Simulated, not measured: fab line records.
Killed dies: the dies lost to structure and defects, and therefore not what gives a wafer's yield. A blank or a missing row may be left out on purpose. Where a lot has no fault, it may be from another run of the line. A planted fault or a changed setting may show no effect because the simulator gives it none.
fab line records ; flow sfq-line
[record] lots = 6; wafers = 18; last-day = 86
route steps=325 shown I4@173 JJ@178
lots untouched by any fault: they come from a run of this same line in which no faults occurred
start-h: hours from the record's first day to the start of the lot's first wafer shown ; wait-h: hours elapsed since this lot's preceding step ; " the same as in the row above ; L1.1+2: several wafers, shown together as one row ; - no value present, or no start provided ; * or withheld: withheld ; < > ~ a bound
route shown NAME@n: NAME is a module with steps in the file, n the number in the route of the first one ; usual: the fault-free wafers' mean and standard deviation ; same: alike in all rows ; chamber/n: place in a boat ; sites: each site's reading ; _std_site: standard deviation across them ; _edge_site: mean of outer sites minus mean of inner sites ; radius-mm: for every site, how far away it sits from the centre of the wafer ; mask NAME#n: copy n ; behind: tool/chamber where the wafer was last shaped ; hold: what put the lot on hold/how long, in hours/how the hold closed ; device: which transistor (n, p or np) failed to switch ; end of line: the same wafers' tests at the end of the route ; a step given without rows: its recipe and nothing more ; killed: dies that structure and defects cost at the first sort, which is not the same as the wafer's yield ; map: a wafer's dies, x killed, . not, _ none there
set.NAME: the setting as run; set.NAME@STEP: as run at that earlier step ; model.NAME: the simulator's own value behind a step, which no gauge read
lots seen at some steps along the route; tables by step, rows by wafer
services: a tool's chamber out of use, with start hour (start-h, from the record's first day; less than 0 if before it), hours out, and reason
[[steps]]
[step SFQ_I4_OVL_MEAS_928]
[usual] I4_OVL = -1/5.6
lot.wafer;tool;chamber;start-h;wait-h;I4_OVL[nm]
L449.1;overlay-01;-;1193.07;0.1;-3
L449.3;overlay-01;-;1193.07;0.1;-3
L449.4;overlay-01;-;1193.07;0.1;-4
L450.2;overlay-01;-;1195.48;0.1;2
L450.3;overlay-01;-;1195.48;0.1;0
L450.6;overlay-01;-;1195.48;0.1;1
L451.1;overlay-01;-;1196.67;0.1;3
L451.2;overlay-01;-;1196.67;0.1;3
L451.5;overlay-01;-;1196.67;0.1;-6
L455.1;overlay-02;-;1225.47;0.1;-1
L455.4;overlay-02;-;1225.47;0.1;-4
L455.5;overlay-02;-;1225.47;0.1;-6
L461.1;overlay-01;-;1266.40;0.1;4
L461.2;overlay-01;-;1266.40;0.1;3
L461.6;overlay-01;-;1266.40;0.1;-2
L463.3;overlay-01;-;1291.20;0.1;8
L463.4;overlay-01;-;1291.20;0.1;0
L463.6;overlay-01;-;1291.20;0.1;0
[step SFQ_TRILAYER_I4_VIA_BARC_OPEN_VIA_ETCH_146]
[recipe] mask-material = PR; chemistry = O2; target-depth-nm = 125; target = BARC; source-w = 500; bias-w = 80; pressure-mtorr = 30; time-s = 41.7
[usual] drypump-motor-current-A = 5.8/0.41; oes-product-au = 0.685/0.005
lot.wafer;tool;chamber;start-h;wait-h;drypump-motor-current-A;oes-product-au;rf-hours-counter-h
L449.1;rie-diel-02;1;1193.11;0.0;5.6;0.685;4
L449.3;rie-diel-02;0;1193.11;0.0;5.6;0.683;19
L449.4;rie-diel-02;3;1193.11;0.0;5.6;0.688;18
L450.2;rie-diel-02;1;1195.51;0.0;5.6;0.686;4
L450.3;rie-diel-02;2;1195.51;0.0;6.1;0.693;5
L450.6;rie-diel-02;1;1195.51;0.0;5.6;0.682;-
L451.1;rie-diel-01;3;1196.71;0.0;6.7;0.691;10
L451.2;rie-diel-01;1;1196.71;0.0;5.4;0.690;12
L451.5;rie-diel-01;2;1196.71;0.0;5.9;0.695;-
L455.1;rie-diel-03;1;1225.51;0.0;6.5;0.683;13
L455.4;rie-diel-03;0;1225.51;0.0;5.3;0.685;14
L455.5;rie-diel-03;3;1225.51;0.0;5.6;0.685;-
L461.1;rie-diel-03;3;1266.43;0.0;5.6;0.690;10
L461.2;rie-diel-03;2;1266.43;0.0;5.9;0.678;18
L461.6;rie-diel-03;3;1266.43;0.0;5.6;0.697;-
L463.3;rie-diel-03;0;1291.23;0.0;5.3;0.682;15
L463.4;rie-diel-03;2;1291.23;0.0;5.9;0.686;19
L463.6;rie-diel-03;0;1291.23;0.0;5.3;0.689;-
[step SFQ_TRILAYER_I4_VIA_ETCH_VIA_ETCH_106]
[recipe] target = SiO2; stop-on = Nb; mask-material = PR; taper-deg = 20; chemistry = CHF3; target-depth-nm = 260; source-w = 500; bias-w = 80; pressure-mtorr = 30; time-s = withheld
[step SFQ_TRILAYER_I4_VIA_STRIP_STRIP_107]
[recipe] gas = O2; power-w = 200; platen-temp-c = 40; overash-fraction = 0.65; chemistry = O2; pressure-mtorr = 50
[usual] drypump-motor-current-A = 5.73/0.23; oes-product-au = 0.999/0.0082
[same] overash-fraction = 0.65
lot.wafer;tool;chamber;start-h;wait-h;drypump-motor-current-A;oes-product-au;rf-hours-counter-h
L449.1;rie-metal-01;0;1193.26;-;5.51;1.010;30
L449.3;rie-metal-01;1;1193.26;-;5.43;1.006;-
L449.4;rie-metal-01;0;1193.26;-;5.51;1.005;-
L450.2;rie-metal-01;0;1195.66;-;5.51;0.998;31
L450.3;rie-metal-01;1;1195.66;-;5.43;1.001;-
L450.6;rie-metal-01;0;1195.66;-;5.50;0.992;-
L451.1;rie-metal-03;1;1196.86;-;5.73;0.999;118
L451.2;rie-metal-03;0;1196.86;-;5.89;0.985;13
L451.5;rie-metal-03;0;1196.86;-;5.90;0.999;-
L455.1;rie-metal-04;1;1225.66;-;6.16;1.006;117
L455.4;rie-metal-04;1;1225.66;-;6.17;1.005;-
L455.5;rie-metal-04;1;1225.66;-;6.19;1.011;-
L461.1;rie-metal-03;0;1266.58;-;5.88;1.003;22
L461.2;rie-metal-03;1;1266.58;-;5.73;1.001;127
L461.6;rie-metal-03;1;1266.58;-;5.74;1.003;-
L463.3;rie-metal-01;0;1291.58;-;5.52;0.995;-
L463.4;rie-metal-01;1;1291.58;-;5.47;1.000;-
L463.6;rie-metal-01;1;1291.58;-;5.46;1.004;-
[step SFQ_TRILAYER_I4_VIA_STRIP_SOLV_CLEAN_108]
[recipe] chemistry = NMP; temp-c = 70; time-s = 600
[step SFQ_TRILAYER_JJ_TRILAYER_DEP_PRE_CLEAN_113]
[recipe] gas = Ar; time-s = 22.5; bias-v = 250
[step SFQ_TRILAYER_JJ_TRILAYER_DEP_SPUTTER_109]
[recipe] material = Nb; base-pressure-pa = 1.33e-06; chamber-pressure-pa = 0.1333; substrate-temp-c = 20; target-thk-nm = 150; power-w = 2000; time-s = 100
[step SFQ_TRILAYER_JJ_TRILAYER_DEP_SPUTTER_110]
[recipe] material = Al; base-pressure-pa = 1.33e-06; target-thk-nm = 8; power-w = 500; time-s = 10; chamber-pressure-pa = 0.4
[usual] throttle-valve-pct = 30.4/0.97
lot.wafer;tool;chamber;start-h;wait-h;throttle-valve-pct
L449.1;pvd-sputter-04;-;1194.14;0.0;31.2
L449.3;pvd-sputter-04;-;1194.14;0.0;29.3
L449.4;pvd-sputter-04;-;1194.14;0.0;31.4
L450.2;pvd-sputter-05;-;1196.54;0.0;28.3
L450.3;pvd-sputter-05;-;1196.54;0.0;31.0
L450.6;pvd-sputter-05;-;1196.54;0.0;28.2
L451.1;pvd-sputter-04;-;1197.74;0.0;31.4
L451.2;pvd-sputter-04;-;1197.74;0.0;31.0
L451.5;pvd-sputter-04;-;1197.74;0.0;31.1
L455.1;pvd-sputter-05;-;1226.54;0.0;28.4
L455.4;pvd-sputter-05;-;1226.54;0.0;31.2
L455.5;pvd-sputter-05;-;1226.54;0.0;30.0
L461.1;pvd-sputter-04;-;1267.46;0.0;31.1
L461.2;pvd-sputter-04;-;1267.46;0.0;31.2
L461.6;pvd-sputter-04;-;1267.46;0.0;31.0
L463.3;pvd-sputter-04;-;1292.26;0.0;28.8
L463.4;pvd-sputter-04;-;1292.26;0.0;30.9
L463.6;pvd-sputter-04;-;1292.26;0.0;31.0
[step SFQ_TRILAYER_JJ_TRILAYER_DEP_AL_OXIDATION_111]
[recipe] pressure-mbar = 0.014667; oxidation-time-s = 600; temperature-k = 293
[step SFQ_TRILAYER_JJ_TRILAYER_DEP_SPUTTER_112]
[recipe] material = Nb; base-pressure-pa = 1.33e-06; chamber-pressure-pa = 0.1333; substrate-temp-c = 20; target-thk-nm = 170; power-w = 2000; time-s = 113.3
[step SFQ_JJ_RS_MEAS_929]
[recipe] thk-meas-gauge = four-point-probe; reads = Nb_of_TRILAYER_JJ_TRILAYER_DEP_SPUTTER_112
[usual] JJ_NB_RS = 1.050/0.013
lot.wafer;tool;chamber;start-h;wait-h;JJ_NB_RS[ohm/sq]
L449.1;film-metro-03;-;1195.24;0.0;1.052
L449.3;film-metro-03;-;1195.24;0.0;1.043
L449.4;film-metro-03;-;1195.24;0.0;1.045
L450.2;film-metro-01;-;1197.66;0.1;1.035
L450.3;film-metro-01;-;1197.66;0.1;1.038
L450.6;film-metro-01;-;1197.66;0.1;1.033
L451.1;film-metro-03;-;1198.84;0.0;1.046
L451.2;film-metro-03;-;1198.84;0.0;1.058
L451.5;film-metro-03;-;1198.84;0.0;1.043
L455.1;film-metro-04;-;1227.64;0.0;1.047
L455.4;film-metro-04;-;1227.64;0.0;1.047
L455.5;film-metro-04;-;1227.64;0.0;1.055
L461.1;film-metro-04;-;1268.56;0.0;1.053
L461.2;film-metro-04;-;1268.56;0.0;1.046
L461.6;film-metro-04;-;1268.56;0.0;1.064
L463.3;film-metro-01;-;1293.40;0.1;1.051
L463.4;film-metro-01;-;1293.40;0.1;1.062
L463.6;film-metro-01;-;1293.40;0.1;1.054
[step SFQ_TRILAYER_JJ_CE_LITHO_COAT_119]
[recipe] resist = BARC; spin-rpm = 3000; resist-thk-nm = 62
lot.wafer;tool;chamber;start-h;wait-h;model.BARC_of_TRILAYER_JJ_CE_LITHO_COAT_119.thk-nm
L449.1;litho-track-04;0;1195.42;0.1;61.74
L449.3;litho-track-04;0;1195.42;0.1;61.89
L449.4;litho-track-04;0;1195.42;0.1;62.06
L450.2;litho-track-01;0;1197.87;0.1;61.94
L450.3;litho-track-01;0;1197.87;0.1;61.99
L450.6;litho-track-01;0;1197.87;0.1;62.09
L451.1;litho-track-01;0;1199.02;0.1;62.16
L451.2;litho-track-01;0;1199.02;0.1;62.21
L451.5;litho-track-01;0;1199.02;0.1;62.11
L455.1;litho-track-02;0;1227.82;0.1;62.11
L455.4;litho-track-02;0;1227.82;0.1;62
L455.5;litho-track-02;0;1227.82;0.1;61.96
L461.1;litho-track-02;0;1268.74;0.1;75.11
L461.2;litho-track-02;0;1268.74;0.1;62.23
L461.6;litho-track-02;0;1268.74;0.1;75.26
L463.3;litho-track-02;0;1293.64;0.1;62.13
L463.4;litho-track-02;0;1293.64;0.1;62.02
L463.6;litho-track-02;0;1293.64;0.1;74.91
[step SFQ_TRILAYER_JJ_CE_LITHO_COAT_114]
[recipe] resist = KrF; spin-rpm = 3000; resist-thk-nm = 600
[step SFQ_TRILAYER_JJ_CE_LITHO_SOFTBAKE_118]
[recipe] temp-c = withheld; time-s = withheld; resist = KrF
[step SFQ_TRILAYER_JJ_CE_LITHO_EXPOSE_115]
[recipe] mask-id = J5; na = 0.6; source-shape = conventional; sigma-outer = 0.65; target-cd-nm = 700; dose-mj = 14.4
[step SFQ_TRILAYER_JJ_CE_LITHO_PEB_117]
[recipe] peb-temp-c = 115; peb-time-s = 60; resist = KrF
[step SFQ_TRILAYER_JJ_CE_LITHO_DEVELOP_116]
[recipe] time-s = 60; resist = KrF
[step SFQ_JJ_OVL_MEAS_931]
[usual] J5_OVL = 1/5.6
lot.wafer;tool;chamber;start-h;wait-h;J5_OVL[nm]
L449.1;overlay-01;-;1318.84;0.1;2
L449.3;overlay-01;-;1318.84;0.1;-4
L449.4;overlay-01;-;1318.84;0.1;5
L450.2;overlay-01;-;1320.04;0.1;7
L450.3;overlay-01;-;1320.04;0.1;-3
L450.6;overlay-01;-;1320.04;0.1;-5
L451.1;overlay-01;-;1321.24;0.1;-4
L451.2;overlay-01;-;1321.24;0.1;-2
L451.5;overlay-01;-;1321.24;0.1;-9
L455.1;overlay-01;-;1326.04;0.1;-10
L455.4;overlay-01;-;1326.04;0.1;-3
L455.5;overlay-01;-;1326.04;0.1;-6
L461.1;overlay-01;-;1333.24;0.1;-1
L461.2;overlay-01;-;1333.24;0.1;1
L461.6;overlay-01;-;1333.24;0.1;-3
L463.3;overlay-01;-;1335.65;0.1;6
L463.4;overlay-01;-;1335.65;0.1;-2
L463.6;overlay-01;-;1335.65;0.1;-3
[step SFQ_TRILAYER_JJ_CE_METRO_MEASURE_117]
[usual] cd-nm = 699.7/1.4
lot.wafer;tool;chamber;start-h;wait-h;cd-nm
L449.1;cd-sem-01;-;1318.87;0.0;701.0
L449.3;cd-sem-01;-;1318.87;0.0;701.5
L449.4;cd-sem-01;-;1318.87;0.0;702.2
L450.2;cd-sem-02;-;1320.27;0.2;701.1
L450.3;cd-sem-02;-;1320.27;0.2;700.4
L450.6;cd-sem-02;-;1320.27;0.2;701.7
L451.1;cd-sem-01;-;1321.27;0.0;701.0
L451.2;cd-sem-01;-;1321.27;0.0;700.0
L451.5;cd-sem-01;-;1321.27;0.0;699.3
L455.1;cd-sem-01;-;1326.07;0.0;697.7
L455.4;cd-sem-01;-;1326.07;0.0;698.2
L455.5;cd-sem-01;-;1326.07;0.0;697.5
L461.1;cd-sem-01;-;1333.27;0.0;699.3
L461.2;cd-sem-01;-;1333.27;0.0;699.0
L461.6;cd-sem-01;-;1333.27;0.0;698.6
L463.3;cd-sem-01;-;1336.07;0.4;699.1
L463.4;cd-sem-01;-;1336.07;0.4;700.4
L463.6;cd-sem-01;-;1336.07;0.4;699.2
[step SFQ_TRILAYER_JJ_CE_BARC_OPEN_RIE_150]
[recipe] mask-material = PR; chemistry = O2; target-depth-nm = 240; target = BARC; icp-w = 600; bias-w = 80; pressure-mtorr = 10; time-s = 80
[usual] drypump-motor-current-A = 5.8/0.35; oes-product-au = 0.537/0.0048
lot.wafer;tool;chamber;start-h;wait-h;drypump-motor-current-A;oes-product-au;rf-hours-counter-h;model.etch.depth-nm
L449.1;rie-metal-04;1;1320.07;1.0;6.1;0.533;130;61.74
L449.3;rie-metal-04;0;1320.07;1.0;5.8;0.533;-;61.89
L449.4;rie-metal-04;1;1320.07;1.0;6.2;0.541;-;62.06
L450.2;rie-metal-04;1;1321.27;0.8;6.1;0.537;131;61.94
L450.3;rie-metal-04;0;1321.27;0.8;5.8;0.534;-;61.99
L450.6;rie-metal-04;1;1321.27;0.8;6.1;0.541;-;62.09
L451.1;rie-metal-01;1;1322.47;1.0;5.4;0.536;28;62.16
L451.2;rie-metal-01;0;1322.47;1.0;5.5;0.535;50;62.21
L451.5;rie-metal-01;1;1322.47;1.0;5.4;0.536;-;62.11
L455.1;rie-metal-04;0;1327.27;1.0;5.8;0.534;19;62.11
L455.4;rie-metal-04;1;1327.27;1.0;6.2;0.532;-;62
L455.5;rie-metal-04;1;1327.27;1.0;6.1;0.540;-;61.96
L461.1;rie-metal-04;0;1334.47;1.0;5.7;0.570;21;75.11
L461.2;rie-metal-04;1;1334.47;1.0;6.1;0.533;134;62.23
L461.6;rie-metal-04;1;1334.47;1.0;6.1;0.577;-;75.26
L463.3;rie-metal-01;0;1336.91;0.6;5.5;0.531;-;62.13
L463.4;rie-metal-01;1;1336.91;0.6;5.4;0.538;-;62.02
L463.6;rie-metal-01;1;1336.91;0.6;5.4;0.572;-;74.91
[step SFQ_TRILAYER_JJ_CE_ETCH_RIE_118]
[recipe] target = Nb; stop-on = Al2O3; mask-material = PR; taper-deg = 13.257; over-etch-frac = 0.15; time-s = 97.7; chemistry = SF6; target-depth-nm = 170; icp-w = 600; bias-w = 80; pressure-mtorr = 10
[usual] drypump-motor-current-A = 5.8/0.35; oes-product-au = 0.988/0.0082
lot.wafer;tool;chamber;start-h;wait-h;drypump-motor-current-A;oes-product-au;rf-hours-counter-h
L449.1;rie-metal-04;1;1320.17;0.1;6.1;0.998;130
L449.3;rie-metal-04;0;1320.17;0.1;5.8;0.992;-
L449.4;rie-metal-04;1;1320.17;0.1;6.2;0.996;-
L450.2;rie-metal-04;1;1321.37;0.1;6.2;1.002;131
L450.3;rie-metal-04;0;1321.37;0.1;5.8;0.986;-
L450.6;rie-metal-04;1;1321.37;0.1;6.2;0.997;-
L451.1;rie-metal-01;1;1322.57;0.1;5.5;0.987;28
L451.2;rie-metal-01;0;1322.57;0.1;5.5;0.992;50
L451.5;rie-metal-01;1;1322.57;0.1;5.4;0.984;-
L455.1;rie-metal-04;0;1327.37;0.1;5.8;0.989;20
L455.4;rie-metal-04;1;1327.37;0.1;6.2;0.998;-
L455.5;rie-metal-04;1;1327.37;0.1;6.2;0.993;-
L461.1;rie-metal-04;0;1334.57;0.1;5.8;0.989;21
L461.2;rie-metal-04;1;1334.57;0.1;6.2;0.999;134
L461.6;rie-metal-04;1;1334.57;0.1;6.1;0.982;-
L463.3;rie-metal-01;0;1337.00;0.1;5.5;0.985;-
L463.4;rie-metal-01;1;1337.00;0.1;5.4;0.974;-
L463.6;rie-metal-01;1;1337.00;0.1;5.4;0.971;-
[[services]]
tool;chamber;start-h;hours;kind
rie-metal-04;0;1170.05;-;clean
rie-metal-04;0;1170.05;-;consumable-replace:focus-ring
rie-metal-04;0;1170.05;23.8;scheduled-down
rie-metal-04;0;1170.05;23.8;vent-cycle
rie-diel-03;-;1173.39;0.9;repair
rie-metal-04;-;1183.46;2.8;pm
cd-sem-01;-;1190.27;2.0;pm
cd-sem-01;-;1228.51;0.5;pm
cd-sem-02;-;1235.82;0.3;pm
rie-diel-02;3;1242.27;2.4;repair
cd-sem-02;-;1253.93;0.5;pm
cd-sem-02;-;1269.45;0.6;pm
rie-metal-04;-;1271.19;2.3;repair
rie-diel-01;2;1289.25;14.8;repair
rie-diel-03;-;1299.76;14.6;pm
rie-metal-04;-;1306.57;0.8;repair
pvd-sputter-05;-;1307.48;6.8;repair
rie-diel-03;-;1314.36;28.1;pm
cd-sem-02;-;1316.40;2.6;pm
rie-diel-01;2;1319.23;8.5;repair
cd-sem-01;-;1327.27;0.5;pm
rie-metal-03;-;1332.52;0.1;repair
cd-sem-02;-;1333.27;3.2;pm
pvd-sputter-04;-;1335.63;0.8;repair
[[key]]
[first-sign] step = SFQ_TRILAYER_JJ_CE_BARC_OPEN_RIE_150; reading = oes-product-au; direction = up; sigmas = 7.4; usual = 0.537; struck = 0.573
effect none on later readings
[model-effect] step = SFQ_TRILAYER_JJ_CE_LITHO_COAT_119; value = BARC_of_TRILAYER_JJ_CE_LITHO_COAT_119.thk-nm; without = 62.22; struck = 75.09
[model-effect] step = SFQ_TRILAYER_JJ_CE_BARC_OPEN_RIE_150; value = etch.depth-nm; without = 62.22; struck = 75.09
met-at SFQ_TRILAYER_JJ_CE_LITHO_COAT_119
struck-wafers L461.1,L461.6,L463.6
onset-between 1227.82 1268.74
[fault] kind = process-parameter-drift; tool = litho-track-02; chamber = -; onset-h = 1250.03; steps = SFQ_TRILAYER_JJ_CE_LITHO_COAT_119; channel = resist-thk-nm; offset = 12.823; shape = step; end-h = 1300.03; scope = struck-wafers-only; acts-in = these-recipes-only; stated = 62
